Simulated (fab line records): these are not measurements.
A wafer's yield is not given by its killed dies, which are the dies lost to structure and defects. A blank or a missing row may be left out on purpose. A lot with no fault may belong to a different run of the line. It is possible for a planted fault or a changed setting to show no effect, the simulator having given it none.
The tool behind it: which one? | flow sky130 | 13 lots with 39 wafers sampled at 6 steps, on a route of 708 steps

## WHAT EACH GAUGE READ, for each wafer
SKY_POLY_GATE_OVL_MEAS_14.
lot  | measured     | on         | POLY_GATE_OVL (nm)
L298 | day 16 14:34 | overlay-02 | 2 -3 1
L299 | day 17 01:38 | overlay-01 | 2 14 8
L300 | day 17 23:11 | overlay-01 | 4 -8 4
L301 | day 17 23:14 | overlay-02 | -7 -3 -6
L308 | day 20 15:05 | overlay-02 | -10 -5 -7
L310 | day 21 06:29 | overlay-01 | -1 1 7
L313 | day 22 05:35 | overlay-02 | 0 10 -3
L315 | day 23 02:41 | overlay-01 | 2 2 0
L317 | day 23 13:07 | overlay-02 | -7 4 8
L318 | day 23 20:22 | overlay-01 | -11 -1 8
L316 | day 23 22:44 | overlay-01 | 2 3 4
L319 | day 24 05:32 | overlay-01 | -9 1 2
L320 | day 24 14:29 | overlay-02 | -8 -7 -4

SKY_LDD_HVN_OVL_MEAS_07.
lot  | measured     | on         | LDD_HVN_OVL (nm)
L298 | day 20 13:02 | overlay-02 | 2.3 2.9 1.5
L299 | day 21 03:37 | overlay-01 | 1.2 2.6 0.9
L300 | day 22 00:02 | overlay-01 | -0.8 -1.4 -0.7
L301 | day 22 00:07 | overlay-02 | 1.2 -1.0 1.3
L308 | day 24 13:43 | overlay-02 | 0.3 1.5 2.5
L310 | day 25 04:13 | overlay-01 | - - -
L313 | day 26 01:50 | overlay-02 | 0.4 0.7 3.1
L315 | day 26 22:40 | overlay-02 | 0.8 1.6 3.6
L317 | day 27 08:58 | overlay-02 | 0.5 -1.9 -1.9
L318 | day 27 15:16 | overlay-01 | 1.8 -0.4 1.1
L316 | day 27 15:34 | overlay-01 | 1.6 2.3 1.1
L319 | day 27 23:59 | overlay-01 | 2.0 0.0 1.4
L320 | day 28 08:40 | overlay-01 | 2.2 2.4 1.8

SKY_LDD_HVN_TW_MEAS_10.
lot  | measured     | on            | LDD_HVN_TW
L298 | day 20 13:19 | film_metro-04 | 1448 1454 1442
L299 | day 21 03:54 | film_metro-01 | 1425 1423 1414
L300 | day 22 00:19 | film_metro-03 | 1436 1429 1436
L301 | day 22 00:28 | film_metro-03 | 1435 1444 1432
L308 | day 24 14:00 | film_metro-01 | 1424 1416 1420
L310 | day 25 04:30 | film_metro-04 | 30 30 30
L313 | day 26 02:08 | film_metro-01 | 1432 1434 1432
L315 | day 26 23:05 | film_metro-04 | 1434 1440 1450
L317 | day 27 09:16 | film_metro-01 | 1433 1425 1430
L318 | day 27 15:33 | film_metro-01 | 1437 1428 1421
L316 | day 27 15:51 | film_metro-03 | 1438 1431 1443
L319 | day 28 00:16 | film_metro-01 | 1441 1435 1441
L320 | day 28 08:57 | film_metro-01 | 1440 1448 1430

SKY_LDD_LDN_OVL_MEAS_07.
lot  | measured     | on         | LDD_LDN_OVL (nm)
L298 | day 23 02:04 | overlay-02 | -1.3 -0.5 -1.5
L299 | day 23 16:53 | overlay-02 | -1.8 0.3 0.3
L300 | day 24 12:37 | overlay-02 | 1.6 0.8 1.7
L301 | day 24 13:10 | overlay-01 | -0.9 1.0 -0.2
L308 | day 27 00:43 | overlay-01 | 3.1 2.6 1.3
L310 | day 27 14:46 | overlay-02 | 0.4 0.7 -1.7
L313 | day 28 10:22 | overlay-01 | -2.5 -0.5 -1.5
L315 | day 29 07:40 | overlay-01 | -0.6 -0.3 -1.7
L317 | day 29 16:01 | overlay-01 | 0.2 0.3 0.9
L318 | day 29 23:43 | overlay-02 | -0.3 -1.0 -0.7
L316 | day 30 00:07 | overlay-02 | -0.3 0.0 -3.1
L319 | day 30 07:31 | overlay-02 | 0.6 -0.2 1.5
L320 | day 30 16:52 | overlay-02 | 0.1 1.8 -0.5

## EACH LOT AND THE TOOL THAT RAN IT (in order: tool; ch and the chambers of the sampled wafers; start)
lot  | SKY_POLY_GATE_ETCH_16              | SKY_LDD_HVN_EXPOSE_04
L298 | rie_diel-04 ch 0,1,3, day 16 14:41 | iline_stepper-01 ch 0, day 19 21:04
L299 | rie_diel-04 ch 1,2,3, day 17 01:44 | iline_stepper-01 ch 0, day 20 12:40
L300 | rie_diel-02 ch 1,2,3, day 17 23:19 | iline_stepper-01 ch 0, day 21 09:19
L301 | rie_diel-04 ch 0,1, day 17 23:21   | iline_stepper-02 ch 0, day 21 09:33
L308 | rie_diel-01 ch 0,1,2, day 20 15:13 | iline_stepper-01 ch 0, day 23 23:14
L310 | rie_diel-01 ch 0,1,3, day 21 06:37 | iline_stepper-01 ch 0, day 24 13:46
L313 | rie_diel-04 ch 0,2,3, day 22 05:43 | iline_stepper-01 ch 0, day 25 11:24
L315 | rie_diel-04 ch 1,2,3, day 23 02:49 | iline_stepper-01 ch 0, day 26 08:22
L317 | rie_diel-02 ch 2,3, day 23 13:14   | iline_stepper-02 ch 0, day 26 18:58
L318 | rie_diel-04 ch 0,2,3, day 23 20:29 | iline_stepper-02 ch 0, day 27 01:07
L316 | rie_diel-02 ch 0,1,3, day 23 22:52 | iline_stepper-02 ch 0, day 27 02:01
L319 | rie_diel-01 ch 0,1,2, day 24 05:40 | iline_stepper-02 ch 0, day 27 09:34
L320 | rie_diel-01 ch 0,1,3, day 24 14:36 | iline_stepper-01 ch 0, day 27 18:29
- SKY_POLY_GATE_ETCH_16: etches Si3N4 in CH3F/O2, stops on poly-Si, time 147.5 s, target depth 75 nm.
- SKY_LDD_HVN_EXPOSE_04: exposes mask HVNTM, target cd 700 nm.

## WHAT THE TOOLS THEMSELVES READ (means of the sampled wafers that have a number; where no wafer has one, the mark that the record gives instead)
SKY_POLY_GATE_ETCH_16.
lot  | tool        | O2_flow_sccm (sccm) | drypump_motor_current_A (A) | oes_product_au (a.u.) | throttle_valve_pct (%)
L298 | rie_diel-04 | 29.98               | 5.5                         | 0.635                 | 10.536
L299 | rie_diel-04 | 30.02               | 5.8                         | 0.643                 | 10.543
L300 | rie_diel-02 | 29.97               | 5.4                         | 0.641                 | 10.531
L301 | rie_diel-04 | 29.97               | 5.2                         | 0.638                 | 10.539
L308 | rie_diel-01 | 30.06               | 6.0                         | 0.642                 | 10.539
L310 | rie_diel-01 | 30.01               | 5.4                         | 0.644                 | 10.537
L313 | rie_diel-04 | 30.01               | 5.9                         | 0.636                 | 10.535
L315 | rie_diel-04 | 29.97               | 5.8                         | 0.644                 | 10.535
L317 | rie_diel-02 | 29.98               | 6.0                         | 0.638                 | 10.537
L318 | rie_diel-04 | 30.04               | 6.0                         | 0.639                 | 10.527
L316 | rie_diel-02 | 29.98               | 4.9                         | 0.643                 | 10.547
L319 | rie_diel-01 | 30.02               | 5.9                         | 0.647                 | 10.542
L320 | rie_diel-01 | 30.02               | 5.4                         | 0.640                 | 10.532

SKY_LDD_HVN_EXPOSE_04.
lot  | tool             | exposure_dose_mJ_cm2
L298 | iline_stepper-01 | 127.08
L299 | iline_stepper-01 | 127.02
L300 | iline_stepper-01 | 126.98
L301 | iline_stepper-02 | 127.06
L308 | iline_stepper-01 | 127.08
L310 | iline_stepper-01 | 127.02
L313 | iline_stepper-01 | 127.02
L315 | iline_stepper-01 | 127.13
L317 | iline_stepper-02 | 127.10
L318 | iline_stepper-02 | 126.93
L316 | iline_stepper-02 | 127.11
L319 | iline_stepper-02 | 126.93
L320 | iline_stepper-01 | 127.06

## THE ANSWER, worked out from the rows above alone
Rule: the lots themselves supply what counts as usual. The widest of any qualifying gaps counts: lots, ordered by their means at a reading, are off when they make up no more than a third of the lots, leave a main group of 4 or more, and stand apart from it by 3 or more times the standard deviation of that group's means. The tables above print the reading to a certain number of digits; a main group whose means all agree to those digits is not used. Also off: a lot with no number at a reading for which 4 or more lots have one. All remaining lots with rows at the step are treated as sound. After the gauges, taken in route order, come the tools' own readings; for these a lot's mean is taken, as printed above. At the first step where some lot is off, the reading lying furthest off is the one used; lots without a number count as furthest.
Off: L310, at SKY_LDD_HVN_OVL_MEAS_07 (LDD_HVN_OVL). Without a number there: L310. The main group: mean 1.1 nm, standard deviation 1.1.
A tool fits if, at a process step before that reading, it ran every lot that is off, and no sound lot after the first of them. Not tried: the gauges at SKY_LDD_HVN_OVL_MEAS_07; whatever is off there is also off at SKY_LDD_HVN_TW_MEAS_10, on other tools, and gauge error can't account for it. Not one of the candidates tried fits.

## WHAT THE SIMULATOR PUT IN
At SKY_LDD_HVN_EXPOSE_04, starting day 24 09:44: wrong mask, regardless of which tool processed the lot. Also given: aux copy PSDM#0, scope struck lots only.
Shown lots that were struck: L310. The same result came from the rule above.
